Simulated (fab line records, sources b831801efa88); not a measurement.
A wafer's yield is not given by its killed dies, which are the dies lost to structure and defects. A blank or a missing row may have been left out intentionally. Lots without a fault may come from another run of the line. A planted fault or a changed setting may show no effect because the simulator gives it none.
A lot that was struck, set against a sound lot	flow sky130	15 steps out of a route of 708
Sound: wafers L832.1, L832.5, L832.6. Wafers L840.2, L840.5, L840.6 were the ones struck. At the end, the cause is stated.
Per side, at each step with rows, come the tool, then ch with its chambers, and then its first start. Under that, the readings that differ: sound wafers	struck wafers	difference of the means	sigmas: that difference in standard deviations of wafers without a fault.
alike: words and numbers the same on both sides, and readings whose means are apart by under 2 such deviations; not compared: readings that were withheld, readings missing a value for some wafer, numbers with overlapping values and no deviation given by the record, and bounds like >300 which may hide the same value.
Wherever a step has rows on one side only, a row that says differs or no value, or a row with sigmas, the two part there. When numbers do not overlap yet have no deviation, they are printed without sigmas and do not part them. A reading missing from all wafers of one side parts the sides only when that side holds two or more wafers.

SKY_METAL5_RS_MEAS_05: uses a four-point probe to measure.
  sound on film-metro-04 at day 44 19:01; struck on film-metro-03 at day 47 03:16
  alike: METAL5_ALCU_RS
SKY_METAL5_THK_MEAS_06: measures by xrf.
  sound on film-metro-04 at day 44 19:08; struck on film-metro-03 at day 47 03:23
  alike: METAL5_ALCU_THK
then, 7 steps without rows for these wafers: SKY_METAL5_DEHYDRATE_07 (time 60 s); SKY_METAL5_HMDS_08 (prime time 60 s); SKY_METAL5_COAT_09 (resist thk 1800 nm); SKY_METAL5_SOFTBAKE_10 (time 60 s); SKY_METAL5_EXPOSE_11 (exposes mask MM5, target cd 1600 nm); SKY_METAL5_PEB_12; SKY_METAL5_DEVELOP_13 (develop time 60 s).
SKY_METAL5_DESCUM_14: chemistry O2, time 11 s.
  sound on rie-metal-03 ch 1, day 45 16:19; struck on rie-metal-04 ch 0,1, day 47 23:23
  alike: drypump-motor-current-A, he-backside-leak-sccm, oes-product-au
  not compared: rf-hours-counter-h
SKY_METAL5_METAL_ETCH_15: etches the open film in Cl2/BCl3, stops on SiO2, target depth 1260 nm, time 252 s.
  sound on rie-metal-03 ch 1, day 45 16:23; struck on rie-metal-04 ch 0,1, day 47 23:25
  alike: drypump-motor-current-A, he-backside-leak-sccm, oes-product-au, throttle-valve-pct
  not compared: rf-hours-counter-h
SKY_METAL5_STRIP_16: strips in O2/N2.
  sound on plasma-asher-03 ch 0,1, day 45 16:52; struck on plasma-asher-04 ch 0,1, day 47 23:39
  alike: chamber-pressure-mTorr, drypump-motor-current-A, oes-product-au, strip-time-to-endpoint-s
  not compared: rf-hours-counter-h
SKY_METAL5_STRIP_17: strips in post etch residue remover, time 1200 s.
  sound on wet-bench-04 ch 3, day 45 16:58; struck on wet-bench-03 ch 0, day 47 23:45
  no value came back on the struck wafers for bath-guard-temp-C (C), bath-heat-duty-pct (%); on the sound wafers bath-guard-temp-C (C) reads 71.8 71.7 71.5
then, 1 step without rows for these wafers: SKY_METAL5_CLEAN_18 (cleans in IPA, time 180 s).
SKY_PAD_OPEN_PROBE_99:
  sound on prober-01 at day 47 12:51; struck on prober-01 at day 49 15:26
reading	sound	struck	difference	sigmas
model.etest.met5-comb.leak-log10-a-um	-12.12 -12.05 -11.82	-11.48 -11.67 -11.59	+0.42	
  alike: defect-limited-yield, killed_at_M0_to_M3, killed_at_M4_up, killed-at-contacts, killed-at-front-end, killed-at-other, killed-dies, killed-on-rim, killed-open, killed-short, sort_bin_3_pad_short, sort_bin_5_function, sort_bin_6_memory, sort-n-pass, sort-yield-pct

## WHERE THEY PART
SKY_METAL5_STRIP_17 only, going by this record. Later steps at which nothing parts them and some readings are alike: SKY_PAD_OPEN_PROBE_99.

WHY: what the simulator had put in
Step skipped in full: wet-bench-03, at SKY_METAL5_STRIP_17, from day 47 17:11 onward. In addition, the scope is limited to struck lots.
